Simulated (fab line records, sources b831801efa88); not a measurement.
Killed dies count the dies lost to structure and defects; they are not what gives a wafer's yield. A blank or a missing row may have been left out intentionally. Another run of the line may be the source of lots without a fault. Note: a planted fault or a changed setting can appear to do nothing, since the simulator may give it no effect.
fab line records	flow gf180mcu
record lots=5	wafers=23
route steps=602 shown V4@480 MIM@506 M5@531 TOP_METAL@569
start_h: the number of hours between the record's first day and the start of the first shown wafer of the lot	wait_h: time in hours since the lot's previous step	" as in the row above	L1.1+2: a row that stands for several wafers	- no value, or no start given	* or withheld: withheld	< > ~ a bound
route shown NAME@n: names a module that has steps shown in the file, with the first one's number in the route	usual: average and standard deviation across the fault-free wafers	same: alike in all rows	chamber/n: place in a boat	sites: the reading at each site	_std_site: the values' standard deviation	_edge_site: the outer-site mean with the inner-site mean subtracted	radius_mm: for every site, how far away it sits from the centre of the wafer	mask NAME#n: copy n	behind: the tool/chamber that last shaped the wafer	hold: what put the lot on hold/how long, in hours/how the hold closed	device: whichever transistor did not switch (one of n, p or np)	end of line: the same wafers' tests at the end of the route	a step without rows: its recipe alone	killed: count of dies lost to structure and defects at first sort (not the wafer's yield)	map: dies across one wafer; x = killed, . = not, _ = none there
set.NAME: the setting that was run; set.NAME@STEP: the one run at that earlier step	model.NAME: the simulator's own value behind a step, which no gauge read
lots where settings were altered on purpose, with a table for each step and a row for each wafer
## steps
# step GF_V4_CMP_04
# recipe material=SiO2	down_force_psi=4	platen_rpm=60	pad_velocity_m_s=0.94248
# usual time_to_endpoint_s=83/5.5
lot.wafer	tool	chamber	start_h	wait_h	set.leave_above_ref_nm	time_to_endpoint_s	model.SiO2_of_V4_CVD_02.thk_nm
L074.2	cmp-01	0	535.97	0.1	632.5	81	631.5
L074.3	"	2	"	"	632.5	82	634.4
L074.1	"	3	"	"	632.5	83	634
L078.3	cmp-01	2	570.46	0.0	632.5	82	632.6
L078.2	"	3	"	"	632.5	87	631.6
L078.1	"	0	"	"	656	74	655.2
L078.4	"	1	"	"	632.5	83	631.3
L078.6	"	3	"	"	656	74	656.1
L081.3	cmp-02	1	598.80	0.1	648.7	78	649.2
L081.1	"	2	"	"	632.5	85	632.2
L081.4	"	3	"	"	632.5	89	633.6
L081.6	"	0	"	"	648.7	77	649.2
L081.5	"	1	"	"	648.7	82	649
L082.3	cmp-01	3	600.63	0.0	670.5	69	669.6
L082.4	"	1	"	"	632.5	80	631.9
L082.1	"	2	"	"	632.5	77	631.2
L082.5	"	3	"	"	670.5	66	669.9
L082.6	"	0	"	"	632.5	77	630.8
L085.4	cmp-02	2	636.71	0.0	632.5	87	631.9
L085.1	"	3	"	"	632.5	81	633.5
L085.2	"	0	"	"	632.5	81	632.7
L085.3	"	1	"	"	632.5	86	632.2
L085.6	"	2	"	"	632.5	86	632
# step GF_V4_COAT_09
# recipe resist=KrF	spin_rpm=withheld	resist_thk_nm=1000
lot.wafer	tool	chamber	start_h	wait_h	set.resist_thk_nm	model.KrF_of_V4_COAT_09.thk_nm
L074.1	litho_track-04	0	-	-	1000	997.1
L074.2	"	0	"	"	1000	1002
L074.3	"	0	"	"	1000	998.9
L078.1	litho_track-04	0	-	-	956.2	955.2
L078.2	"	0	"	"	956.2	953.3
L078.3	"	0	"	"	1000	997
L078.4	"	0	"	"	956.2	954.4
L078.6	"	0	"	"	1000	994.4
L081.1	litho_track-04	0	-	-	1000	998.5
L081.3	"	0	"	"	1000	999.7
L081.4	"	0	"	"	1000	1003
L081.5	"	0	"	"	1000	998.6
L081.6	"	0	"	"	1000	998
L082.1	litho_track-04	0	-	-	1000	997.2
L082.3	"	0	"	"	1000	997.6
L082.4	"	0	"	"	1000	1000
L082.5	"	0	"	"	1055	1054
L082.6	"	0	"	"	1055	1051
L085.1	litho_track-03	0	-	-	1054	1053
L085.2	"	0	"	"	1000	1000
L085.3	"	0	"	"	1000	996.5
L085.4	"	0	"	"	1000	997.4
L085.6	"	0	"	"	1054	1052
# step GF_V4_ETCH_17
# recipe chemistry=C4F8/O2/Ar	mask_material=KrF	target=SiO2	stop_on=TiN	source_w=1500	bias_w=1200	pressure_mtorr=40	c4f8_flow_sccm=withheld	O2_flow_sccm=6	Ar_flow_sccm=300	time_s=withheld	target_depth_a=6300
# usual oes_product_au=0.856/0.0046
lot.wafer	tool	chamber	start_h	wait_h	set.bias_w	set.leave_above_ref_nm@V4_CMP_04	oes_product_au	model.V4.feature_depth_nm
L074.1	rie_diel-03	1	-	-	1200	632.5	0.856	634
L074.2	"	0	"	"	1200	632.5	0.850	631.5
L074.3	"	2	"	"	1200	632.5	0.855	634.4
L078.1	rie_diel-03	3	-	-	1200	656	0.879	655.2
L078.2	"	2	"	"	1305	632.5	0.853	632.4
L078.3	"	0	"	"	1305	632.5	0.849	633.3
L078.4	"	1	"	"	1200	632.5	0.859	631.3
L078.6	"	0	"	"	1200	656	0.875	656.1
L081.1	rie_diel-01	0	-	-	1200	632.5	0.848	632.2
L081.3	"	1	"	"	1200	648.7	0.880	649.2
L081.4	"	3	"	"	1200	632.5	0.860	633.6
L081.5	"	3	"	"	1200	648.7	0.866	649
L081.6	"	2	"	"	1200	648.7	0.863	649.2
L082.1	rie_diel-03	3	-	-	1254	632.5	0.851	631.5
L082.3	"	1	"	"	1254	670.5	0.888	670
L082.4	"	2	"	"	1200	632.5	0.850	631.9
L082.5	"	3	"	"	1200	670.5	0.888	669.9
L082.6	"	2	"	"	1254	632.5	0.858	631.2
L085.1	rie_diel-03	1	-	-	1200	632.5	0.853	633.5
L085.2	"	0	"	"	1200	632.5	0.857	632.7
L085.3	"	3	"	"	1200	632.5	0.848	632.2
L085.4	"	3	"	"	1200	632.5	0.853	631.9
L085.6	"	0	"	"	1200	632.5	0.857	632
# step GF_V4_STRIP_18
# recipe chemistry=O2/N2	power_w=1400	pressure_mtorr=1500	platen_temp_c=250	o2_flow_sccm=3000	n2_flow_sccm=300	overash_fraction=0.5
# usual oes_product_au=0.590/0.0044
lot.wafer	tool	chamber	start_h	wait_h	set.resist_thk_nm@V4_COAT_09	oes_product_au
L074.1	plasma_asher-03	0	558.85	-	1000	0.592
L074.2	"	1	"	"	1000	0.590
L074.3	"	1	"	"	1000	0.590
L078.1	plasma_asher-03	0	592.30	-	956.2	0.569
L078.2	"	1	"	"	956.2	0.569
L078.3	"	0	"	"	1000	0.588
L078.4	"	1	"	"	956.2	0.576
L078.6	"	0	"	"	1000	0.593
L081.1	plasma_asher-01	0	620.47	-	1000	0.593
L081.3	"	1	"	"	1000	0.583
L081.4	"	0	"	"	1000	0.595
L081.5	"	1	"	"	1000	0.590
L081.6	"	0	"	"	1000	0.582
L082.1	plasma_asher-03	0	622.15	-	1000	0.589
L082.3	"	1	"	"	1000	0.592
L082.4	"	0	"	"	1000	0.596
L082.5	"	1	"	"	1055	0.610
L082.6	"	0	"	"	1055	0.607
L085.1	plasma_asher-02	1	657.35	-	1054	0.615
L085.2	"	0	"	"	1000	0.590
L085.3	"	1	"	"	1000	0.596
L085.4	"	0	"	"	1000	0.586
L085.6	"	0	"	"	1054	0.612
# step GF_MIM_SPUTTER_03
# recipe material=Ti	target_thk_nm=10	substrate_temp_c=300	chamber_pressure_pa=0.3	power_w=3000	time_s=6.7
lot.wafer	tool	chamber	start_h	wait_h	set.time_s	model.Ti_of_MIM_SPUTTER_03.thk_nm
L074.1	pvd_sputter-01	-	560.25	0.0	6.7	9.915
L074.2	"	-	"	"	6.7	10.04
L074.3	"	-	"	"	6.7	10.01
L078.1	pvd_sputter-01	-	594.03	0.0	7.22	10.71
L078.2	"	-	"	"	6.7	10.11
L078.3	"	-	"	"	6.7	10.02
L078.4	"	-	"	"	7.22	10.8
L078.6	"	-	"	"	6.7	9.964
L081.1	pvd_sputter-01	-	622.53	0.0	7.705	11.89
L081.3	"	-	"	"	6.7	10.39
L081.4	"	-	"	"	7.705	11.87
L081.5	"	-	"	"	7.705	11.8
L081.6	"	-	"	"	6.7	10.33
L082.1	pvd_sputter-02	-	623.73	0.0	5.793	9.036
L082.3	"	-	"	"	6.7	10.35
L082.4	"	-	"	"	6.7	10.26
L082.5	"	-	"	"	5.793	8.882
L082.6	"	-	"	"	6.7	10.3
L085.1	pvd_sputter-02	-	658.78	0.0	6.7	9.881
L085.2	"	-	"	"	5.995	8.799
L085.3	"	-	"	"	6.7	10.08
L085.4	"	-	"	"	5.995	9.015
L085.6	"	-	"	"	6.7	9.935
# step GF_MIM_SPUTTER_04
# recipe material=TiN	target_thk_nm=50	power_w=6500	time_s=41.7	chamber_pressure_pa=0.4
lot.wafer	tool	chamber	start_h	wait_h	set.power_w	model.TiN_of_MIM_SPUTTER_04.thk_nm
L074.1	pvd_sputter-01	-	560.27	0.0	6500	48.95
L074.2	"	-	"	"	6500	48.9
L074.3	"	-	"	"	6500	49.22
L078.1	pvd_sputter-01	-	594.05	0.0	5750	44.54
L078.2	"	-	"	"	5750	43.97
L078.3	"	-	"	"	6500	50.22
L078.4	"	-	"	"	6500	49.64
L078.6	"	-	"	"	6500	49.42
L081.1	pvd_sputter-01	-	622.55	0.0	7057	55.04
L081.3+6	"	-	"	"	6500	50.26
L081.4	"	-	"	"	6500	50.64
L081.5	"	-	"	"	7057	54.84
L082.1	pvd_sputter-02	-	623.75	0.0	6500	49.27
L082.3	"	-	"	"	5754	44.17
L082.4	"	-	"	"	5754	43.76
L082.5+6	"	-	"	"	6500	49.69
L085.1	pvd_sputter-02	-	658.80	0.0	6500	49.68
L085.2	"	-	"	"	6500	48.92
L085.3	"	-	"	"	6500	49.47
L085.4	"	-	"	"	6500	49.93
L085.6	"	-	"	"	6500	49.56
# step GF_M5_PEB_05
# recipe peb_temp_c=135	peb_time_s=90	resist=KrF
lot.wafer	tool	chamber	start_h	wait_h	set.peb_time_s
L074.1+2+3	litho_track-04	0	-	-	90
L078.1+2+6	litho_track-01	0	-	-	99.69
L078.3+4	"	0	"	"	90
L081.1+5+6	litho_track-04	0	-	-	90
L081.3+4	"	0	"	"	77.57
L082.1+3+4+5+6	litho_track-04	0	-	-	90
L085.1+2	litho_track-01	0	-	-	90
L085.3+4+6	"	0	"	"	96.03
# step GF_M5_DEVELOP_06
# recipe develop_time_s=60	dev_temp_c=21
# step GF_M5_ETCH_09
# recipe chemistry=CF4/O2	target=Si3N4	target_depth_nm=52	source_w=800	bias_w=155	pressure_mtorr=150	cf4_flow_sccm=80	O2_flow_sccm=10	time_s=11.6
# step GF_M5_METAL_ETCH_10
# recipe chemistry=Cl2/BCl3	mask_material=KrF	target_depth_nm=627.5	stop_on=SiO2	pressure_mtorr=8	icp_w=800	bias_w=140	Cl2_flow_sccm=80	bcl3_flow_sccm=40	time_s=104.6
lot.wafer	tool	chamber	start_h	wait_h	set.peb_time_s@M5_PEB_05	model.M5.cd_nm
L074.1	rie_metal-02	0	602.85	0.0	90	281.2
L074.2	"	1	"	"	90	282.4
L074.3	"	0	"	"	90	283.5
L078.1	rie_metal-03	1	636.16	0.0	99.69	277.2
L078.2	"	1	"	"	99.69	275.6
L078.3	"	1	"	"	90	279.8
L078.4	"	1	"	"	90	280.3
L078.6	"	1	"	"	99.69	277.4
L081.1	rie_metal-03	1	662.80	0.0	90	279.8
L081.3	"	0	"	"	77.57	281.5
L081.4	"	1	"	"	77.57	284.6
L081.5	"	0	"	"	90	278.2
L081.6	"	1	"	"	90	278.6
L082.1+3	rie_metal-02	1	663.90	0.0	90	281.1
L082.4	"	0	"	"	90	281.6
L082.5	"	0	"	"	90	280.8
L082.6	"	1	"	"	90	280.6
L085.1	rie_metal-04	1	697.41	0.0	90	282.1
L085.2	"	1	"	"	90	283.4
L085.3	"	1	"	"	96.03	278.1
L085.4	"	1	"	"	96.03	279.7
L085.6	"	1	"	"	96.03	279.4
# step GF_TOP_METAL_SPUTTER_02
# recipe material=AlCu	target_thk_nm=900	power_w=10600	chamber_pressure_pa=0.3	substrate_temp_c=250	gas=Ar	time_s=47.82
lot.wafer	tool	chamber	start_h	wait_h	set.time_s	model.AlCu_of_TOP_METAL_SPUTTER_02.thk_nm
L074.1	pvd_sputter-04	-	626.88	0.0	47.82	906.9
L074.2	"	-	"	"	47.82	901
L074.3	"	-	"	"	47.82	895.1
L078.1	pvd_sputter-03	-	659.11	0.0	47.82	897.6
L078.2	"	-	"	"	47.82	892.4
L078.3	"	-	"	"	47.82	896.2
L078.4	"	-	"	"	47.82	895.9
L078.6	"	-	"	"	47.82	885.8
L081.1	pvd_sputter-01	-	685.19	0.0	47.82	903.6
L081.3	"	-	"	"	47.82	891.8
L081.4	"	-	"	"	50.11	937.7
L081.5	"	-	"	"	50.11	943.3
L081.6	"	-	"	"	50.11	936.6
L082.1	pvd_sputter-03	-	685.75	0.0	45.27	859.3
L082.3	"	-	"	"	47.82	915.8
L082.4	"	-	"	"	47.82	904.8
L082.5	"	-	"	"	45.27	865.7
L082.6	"	-	"	"	47.82	909.1
L085.1	pvd_sputter-03	-	718.47	0.0	47.82	916.9
L085.2	"	-	"	"	47.82	915.3
L085.3	"	-	"	"	47.82	905.2
L085.4	"	-	"	"	47.82	917.7
L085.6	"	-	"	"	47.82	912.4
# step GF_TOP_METAL_SPUTTER_03
# recipe material=Ti	target_thk_nm=5	substrate_temp_c=300	chamber_pressure_pa=0.3	power_w=3000	time_s=3.3
# step GF_TOP_METAL_SPUTTER_04
# recipe material=TiN	target_thk_nm=25	power_w=6500	time_s=20.8	chamber_pressure_pa=0.4
# step GF_TOP_METAL_RS_MEAS_05
# recipe thk_meas_gauge=four-point-probe	reads=TiN_of_TOP_METAL_SPUTTER_04+Ti_of_TOP_METAL_SPUTTER_03+AlCu_of_TOP_METAL_SPUTTER_02+TiN_of_TOP_METAL_SPUTTER_01+Ti_of_TOP_METAL_SPUTTER_00
# usual TOP_METAL_ALCU_RS=0.0328/0.00033
lot.wafer	tool	chamber	start_h	wait_h	set.time_s@TOP_METAL_SPUTTER_02	TOP_METAL_ALCU_RS[ohm/sq]
L074.1	film_metro-04	-	626.97	0.0	47.82	0.0324
L074.2	"	-	"	"	47.82	0.0327
L074.3	"	-	"	"	47.82	0.0329
L078.1	film_metro-03	-	659.20	0.0	47.82	0.0329
L078.2	"	-	"	"	47.82	0.0331
L078.3	"	-	"	"	47.82	0.0329
L078.4	"	-	"	"	47.82	0.0329
L078.6	"	-	"	"	47.82	0.0332
L081.1	film_metro-01	-	685.32	0.1	47.82	0.0326
L081.3	"	-	"	"	47.82	0.0330
L081.4	"	-	"	"	50.11	0.0314
L081.5	"	-	"	"	50.11	0.0312
L081.6	"	-	"	"	50.11	0.0314
L082.1	film_metro-01	-	685.84	0.0	45.27	0.0343
L082.3	"	-	"	"	47.82	0.0322
L082.4	"	-	"	"	47.82	0.0325
L082.5	"	-	"	"	45.27	0.0341
L082.6	"	-	"	"	47.82	0.0324
L085.1	film_metro-04	-	718.56	0.0	47.82	0.0321
L085.2	"	-	"	"	47.82	0.0322
L085.3	"	-	"	"	47.82	0.0326
L085.4	"	-	"	"	47.82	0.0321
L085.6	"	-	"	"	47.82	0.0323
# step GF_TOP_METAL_THK_MEAS_06
# recipe thk_meas_gauge=xrf	reads=AlCu_of_TOP_METAL_SPUTTER_02
# usual TOP_METAL_ALCU_THK=896/11
lot.wafer	tool	chamber	start_h	wait_h	set.time_s@TOP_METAL_SPUTTER_02	TOP_METAL_ALCU_THK[nm]
L074.1	film_metro-04	-	627.09	0.1	47.82	903
L074.2	"	-	"	"	47.82	903
L074.3	"	-	"	"	47.82	900
L078.1	film_metro-03	-	659.32	0.1	47.82	891
L078.2	"	-	"	"	47.82	889
L078.3	"	-	"	"	47.82	888
L078.4	"	-	"	"	47.82	893
L078.6	"	-	"	"	47.82	880
L081.1	film_metro-01	-	685.44	0.1	47.82	899
L081.3	"	-	"	"	47.82	881
L081.4	"	-	"	"	50.11	932
L081.5	"	-	"	"	50.11	935
L081.6	"	-	"	"	50.11	933
L082.1	film_metro-01	-	685.96	0.1	45.27	860
L082.3	"	-	"	"	47.82	913
L082.4	"	-	"	"	47.82	901
L082.5	"	-	"	"	45.27	865
L082.6	"	-	"	"	47.82	906
L085.1	film_metro-04	-	718.68	0.1	47.82	923
L085.2	"	-	"	"	47.82	920
L085.3	"	-	"	"	47.82	911
L085.4	"	-	"	"	47.82	923
L085.6	"	-	"	"	47.82	914
# step GF_TOP_METAL_COAT_09
# recipe resist=NOVOLAK	spin_rpm=3000	resist_thk_nm=1500
lot.wafer	tool	chamber	start_h	wait_h	set.spin_rpm	model.NOVOLAK_of_TOP_METAL_COAT_09.thk_nm
L074.1	litho_track-03	0	636.88	0.1	3000	1503
L074.2	"	0	"	"	3000	1500
L074.3	"	0	"	"	3000	1501
L078.1	litho_track-04	0	667.97	0.1	3000	1490
L078.2	"	0	"	"	3000	1491
L078.3	"	0	"	"	2783	1552
L078.4	"	0	"	"	3000	1493
L078.6	"	0	"	"	2783	1547
L081.1+5	litho_track-02	0	694.30	0.1	3000	1505
L081.3	"	0	"	"	2850	1545
L081.4	"	0	"	"	3000	1508
L081.6	"	0	"	"	2850	1547
L082.1	litho_track-04	0	695.07	0.1	3000	-
L082.3	"	0	"	"	3000	1497
L082.4	"	0	"	"	3000	1498
L082.5	"	0	"	"	3114	-
L082.6	"	0	"	"	3114	1463
L085.1	litho_track-02	0	726.90	0.1	3211	1448
L085.2	"	0	"	"	3000	1498
L085.3	"	0	"	"	3211	1446
L085.4	"	0	"	"	3000	1499
L085.6	"	0	"	"	3000	1497
# step GF_TOP_METAL_SOFTBAKE_10
# recipe temp_c=90	time_s=60	resist=NOVOLAK
# step GF_TOP_METAL_EXPOSE_11
# recipe mask_id=MetalTop	target_cd_nm=440	na=0.6	source_shape=conventional	sigma_outer=0.6	dose_mj=170
# step GF_TOP_METAL_PEB_12
# recipe temp_c=withheld	time_s=*	resist=NOVOLAK
# step GF_TOP_METAL_DEVELOP_13
# recipe develop_time_s=57.42	dev_temp_c=23
lot.wafer	tool	chamber	start_h	wait_h	set.spin_rpm@TOP_METAL_COAT_09	model.TOP_METAL.cd_nm
L074.1	litho_track-04	0	646.72	0.1	3000	444.9
L074.2	"	0	"	"	3000	445.2
L074.3	"	0	"	"	3000	445.5
L078.1+4	litho_track-03	0	678.13	0.1	3000	436.8
L078.2	"	0	"	"	3000	438.3
L078.3	"	0	"	"	2783	443
L078.6	"	0	"	"	2783	440.7
L081.1	litho_track-03	0	703.58	0.1	3000	442.3
L081.3	"	0	"	"	2850	446.6
L081.4	"	0	"	"	3000	442.2
L081.5	"	0	"	"	3000	441
L081.6	"	0	"	"	2850	444.1
L082.1	litho_track-04	0	704.07	0.1	3000	442.3
L082.3	"	0	"	"	3000	444.5
L082.4	"	0	"	"	3000	445.1
L082.5	"	0	"	"	3114	440.3
L082.6	"	0	"	"	3114	439.7
L085.1	litho_track-02	0	735.90	0.1	3211	439.4
L085.2+6	"	0	"	"	3000	442.7
L085.3	"	0	"	"	3211	437.9
L085.4	"	0	"	"	3000	445.7
# step GF_TOP_METAL_CD_MEAS_14
# recipe target_cd_nm=440
# usual cd_nm=442.0/2.4
lot.wafer	tool	chamber	start_h	wait_h	set.spin_rpm@TOP_METAL_COAT_09	cd_nm
L074.1	cd_sem-02	-	646.87	0.1	3000	444.8
L074.2	"	-	"	"	3000	445.2
L074.3	"	-	"	"	3000	445.5
L078.1	cd_sem-02	-	678.28	0.1	3000	436.9
L078.2	"	-	"	"	3000	438.4
L078.3	"	-	"	"	2783	443.0
L078.4	"	-	"	"	3000	436.9
L078.6	"	-	"	"	2783	440.4
L081.1	cd_sem-02	-	703.73	0.1	3000	442.1
L081.3	"	-	"	"	2850	446.7
L081.4	"	-	"	"	3000	442.2
L081.5	"	-	"	"	3000	441.2
L081.6	"	-	"	"	2850	444.0
L082.1	cd_sem-01	-	704.22	0.1	3000	442.1
L082.3	"	-	"	"	3000	444.7
L082.4	"	-	"	"	3000	445.1
L082.5	"	-	"	"	3114	440.5
L082.6	"	-	"	"	3114	439.4
L085.1	cd_sem-02	-	736.05	0.1	3211	439.4
L085.2	"	-	"	"	3000	442.7
L085.3	"	-	"	"	3211	438.0
L085.4	"	-	"	"	3000	446.0
L085.6	"	-	"	"	3000	442.6
# step GF_TOP_METAL_METAL_ETCH_16
# recipe chemistry=Cl2/BCl3	mask_material=NOVOLAK	target_depth_nm=1077.5	stop_on=SiO2	pressure_mtorr=8	icp_w=800	bias_w=140	Cl2_flow_sccm=80	bcl3_flow_sccm=40	time_s=179.6
lot.wafer	tool	chamber	start_h	wait_h	set.pressure_mtorr	set.spin_rpm@TOP_METAL_COAT_09	model.NOVOLAK_of_TOP_METAL_COAT_09.thk_nm
L074.1+3	rie_metal-04	0,1	647.02	0.0	8	3000	1076
L074.2	"	1	"	"	8	3000	1073
L078.1+4	rie_metal-03	1	678.44	0.0	7.445	3000	1065
L078.2	"	0	"	"	7.445	3000	1059
L078.3	"	0	"	"	7.445	2783	1123
L078.6	"	0	"	"	7.445	2783	1119
L081.1	rie_metal-04	1	703.89	0.0	8.482	3000	1075
L081.3	"	1	"	"	8.482	2850	1113
L081.4	"	1	"	"	8.482	3000	1082
L081.5	"	1	"	"	8.482	3000	1078
L081.6	"	1	"	"	8.482	2850	1119
L082.1	rie_metal-01	0	704.37	0.0	7.635	3000	-
L082.3	"	0	"	"	7.635	3000	1068
L082.4	"	1	"	"	7.635	3000	1069
L082.5	"	1	"	"	7.635	3114	-
L082.6	"	0	"	"	7.635	3114	1040
L085.1	rie_metal-03	1	736.20	0.0	8	3211	1018
L085.2	"	0	"	"	8	3000	1069
L085.3	"	0	"	"	8	3211	1015
L085.4	"	1	"	"	8	3000	1067
L085.6	"	0	"	"	8	3000	1062
# step GF_TOP_METAL_STRIP_17
# recipe chemistry=O2/N2	power_w=1400	pressure_mtorr=1500	platen_temp_c=250	o2_flow_sccm=3000	n2_flow_sccm=300	overash_fraction=0.5
# usual strip_time_to_endpoint_s=13.44/0.083
lot.wafer	tool	chamber	start_h	wait_h	set.spin_rpm@TOP_METAL_COAT_09	strip_time_to_endpoint_s
L074.1	plasma_asher-03	1	647.20	0.1	3000	13.53
L074.2	"	0	"	"	3000	13.47
L074.3	"	1	"	"	3000	13.53
L078.1	plasma_asher-03	0	678.61	0.1	3000	13.39
L078.2	"	1	"	"	3000	13.34
L078.3	"	1	"	"	2783	14.08
L078.4	"	0	"	"	3000	13.40
L078.6	"	0	"	"	2783	14.03
L081.1	plasma_asher-03	1	704.24	0.3	3000	13.51
L081.3	"	0	"	"	2850	13.97
L081.4	"	1	"	"	3000	13.58
L081.5	"	0	"	"	3000	13.54
L081.6	"	1	"	"	2850	14.03
L082.1	plasma_asher-01	0	704.55	0.1	3000	13.49
L082.3	"	0	"	"	3000	13.44
L082.4	"	1	"	"	3000	13.45
L082.5	"	1	"	"	3114	13.22
L082.6	"	0	"	"	3114	13.14
L085.1	plasma_asher-03	1	736.38	0.1	3211	12.87
L085.2	"	0	"	"	3000	13.44
L085.3	"	1	"	"	3211	12.83
L085.4	"	0	"	"	3000	13.43
L085.6	"	0	"	"	3000	13.37
## key
split step=GF_V4_CMP_04	setting=leave_above_ref_nm	stated=632.5	by=wafer
response step=GF_V4_CMP_04	reading=time_to_endpoint_s	change=*	per=1%	r=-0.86
response step=GF_V4_CMP_04	reading=model.SiO2_of_V4_CVD_02.thk_nm	change=+6.39	per=1%	r=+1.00
response step=GF_V4_ETCH_17	reading=oes_product_au	change=+0.00593	per=1%	r=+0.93
response step=GF_V4_ETCH_17	reading=model.V4.feature_depth_nm	change=+6.36	per=1%	r=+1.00
split step=GF_V4_COAT_09	setting=resist_thk_nm	stated=1000	by=wafer
response step=GF_V4_COAT_09	reading=model.KrF_of_V4_COAT_09.thk_nm	change=+9.85	per=1%	r=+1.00
response step=GF_V4_STRIP_18	reading=oes_product_au	change=+0.00375	per=1%	r=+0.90
split step=GF_V4_ETCH_17	setting=bias_w	stated=1200	by=wafer
response none clear
split step=GF_MIM_SPUTTER_03	setting=time_s	stated=6.7	by=wafer
response step=GF_MIM_SPUTTER_03	reading=model.Ti_of_MIM_SPUTTER_03.thk_nm	change=+0.0989	per=1%	r=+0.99
split step=GF_MIM_SPUTTER_04	setting=power_w	stated=6500	by=wafer
response step=GF_MIM_SPUTTER_04	reading=model.TiN_of_MIM_SPUTTER_04.thk_nm	change=+0.492	per=1%	r=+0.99
split step=GF_M5_PEB_05	setting=peb_time_s	stated=90	by=wafer
response step=GF_M5_METAL_ETCH_10	reading=model.M5.cd_nm	change=-0.334	per=1%	r=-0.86
split step=GF_TOP_METAL_SPUTTER_02	setting=time_s	stated=47.82	by=wafer
response step=GF_TOP_METAL_SPUTTER_02	reading=model.AlCu_of_TOP_METAL_SPUTTER_02.thk_nm	change=+8.79	per=1%	r=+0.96
response step=GF_TOP_METAL_RS_MEAS_05	reading=TOP_METAL_ALCU_RS	change=-0.000327	per=1%	r=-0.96
response step=GF_TOP_METAL_THK_MEAS_06	reading=TOP_METAL_ALCU_THK	change=+8.58	per=1%	r=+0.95
split step=GF_TOP_METAL_COAT_09	setting=spin_rpm	stated=3000	by=wafer
response step=GF_TOP_METAL_COAT_09	reading=model.NOVOLAK_of_TOP_METAL_COAT_09.thk_nm	change=-7.8	per=1%	r=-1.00
response step=GF_TOP_METAL_DEVELOP_13	reading=model.TOP_METAL.cd_nm	change=-0.716	per=1%	r=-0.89
response step=GF_TOP_METAL_CD_MEAS_14	reading=cd_nm	change=-0.703	per=1%	r=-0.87
response step=GF_TOP_METAL_METAL_ETCH_16	reading=model.NOVOLAK_of_TOP_METAL_COAT_09.thk_nm	change=-7.56	per=1%	r=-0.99
response step=GF_TOP_METAL_STRIP_17	reading=strip_time_to_endpoint_s	change=*	per=1%	r=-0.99
split step=GF_TOP_METAL_METAL_ETCH_16	setting=pressure_mtorr	stated=8	by=lot
response none clear
